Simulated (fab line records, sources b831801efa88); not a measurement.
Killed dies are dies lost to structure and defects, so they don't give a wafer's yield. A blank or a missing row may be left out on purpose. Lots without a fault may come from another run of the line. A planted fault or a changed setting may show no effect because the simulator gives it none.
A struck lot beside a sound one | flow sky130 | 15 steps out of a route of 708
Sound: wafers L166.1, L166.5, L166.6. Struck: wafers L179.3, L179.4, L179.6. The cause comes at the end.
At each step with rows: each side's tool, then ch and its chambers, then its first start. Under that, the readings that differ: sound wafers | struck wafers | difference of the means | sigmas: that difference in standard deviations of wafers without a fault.
alike: readings whose means differ by less than 2 such deviations, and words and numbers that are the same on both sides. not compared: withheld readings, readings that some wafer has no value for, bounds like >300 that may hide the same value, and numbers for which the record gives no deviation and whose values overlap.
The two part at a step that has a row with sigmas, a row that says differs or no value, or rows on one side only. Numbers that don't overlap but have no deviation are shown without sigmas and don't part them. A reading that every wafer of one side lacks parts them only if that side has two wafers or more.

SKY_CAP2M_SPUTTER_02: material TiN, target thk 200 nm, time 166.7 s.
  sound on pvd_sputter-03, day 41 21:47; struck on pvd_sputter-01, day 46 14:02
  alike: substrate_temp_c, susceptor_temp_C, throttle_valve_pct
SKY_CAP2M_RS_MEAS_03: measures by four-point-probe.
  sound on film_metro-02, day 41 21:53; struck on film_metro-01, day 46 14:11
  alike: CAP2M_TIN_RS
SKY_CAP2M_THK_MEAS_04: measures by xrf.
  sound on film_metro-02, day 41 22:01; struck on film_metro-01, day 46 14:17
  alike: CAP2M_TIN_THK
then, 7 steps without rows for these wafers: SKY_CAP2M_DEHYDRATE_05 (time 60 s); SKY_CAP2M_HMDS_06 (prime time 60 s); SKY_CAP2M_COAT_07 (resist thk 1140 nm); SKY_CAP2M_SOFTBAKE_08 (time 60 s); SKY_CAP2M_EXPOSE_09 (exposes mask CAP2M, target cd 1000 nm); SKY_CAP2M_PEB_10; SKY_CAP2M_DEVELOP_11 (develop time 60 s).
SKY_CAP2M_OVL_MEAS_12:
  sound on overlay-02, day 42 21:20; struck on overlay-01, day 47 08:50
  alike: CAP2M_OVL
SKY_CAP2M_METAL_ETCH_13: etches TiN in Cl2/BCl3, stops on SiO2, target depth 220 nm, time 62.9 s.
  sound on rie_metal-03 ch 0,1, day 42 21:22; struck on rie_metal-01 ch 0,1, day 47 08:53
  alike: drypump_motor_current_A, mfc_cl2_sccm, oes_product_au, throttle_valve_pct
  not compared: rf_hours_counter_h
SKY_CAP2M_STRIP_14: strips in O2/N2.
  sound on plasma_asher-03 ch 0,1, day 42 21:27; struck on plasma_asher-01 ch 0,1, day 47 08:59
  no value came back on the struck wafers for any of 5 readings (chamber_pressure_mTorr (mTorr), drypump_motor_current_A (A) and others); on the sound wafers chamber_pressure_mTorr (mTorr) reads 1498.7 1498.8 1500.2
  reading                                    | sound | struck            | difference | sigmas
  model.NOVOLAK_of_CAP2M_COAT_07.thk_nm (nm) | 0 0 0 | 990.3 991.1 994.3 | +991.9     |
  not compared: rf_hours_counter_h
then, 1 step without rows for these wafers: SKY_CAP2M_STRIP_15 (strips in post etch residue remover, time 1200 s).
-- the record jumps here: 4 days lie between the struck wafers' starts before and after (it left off in module CAP2M and takes up again in module PAD_OPEN, whose first step shown is number 708 of the route) --
SKY_PAD_OPEN_PROBE_99:
  the record has rows for the struck wafers here (prober-01, day 51 13:25) and none for the sound ones

WHERE THEY PART
First at SKY_CAP2M_STRIP_14; last, within this record, at SKY_PAD_OPEN_PROBE_99.

WHY: what the simulator had put in
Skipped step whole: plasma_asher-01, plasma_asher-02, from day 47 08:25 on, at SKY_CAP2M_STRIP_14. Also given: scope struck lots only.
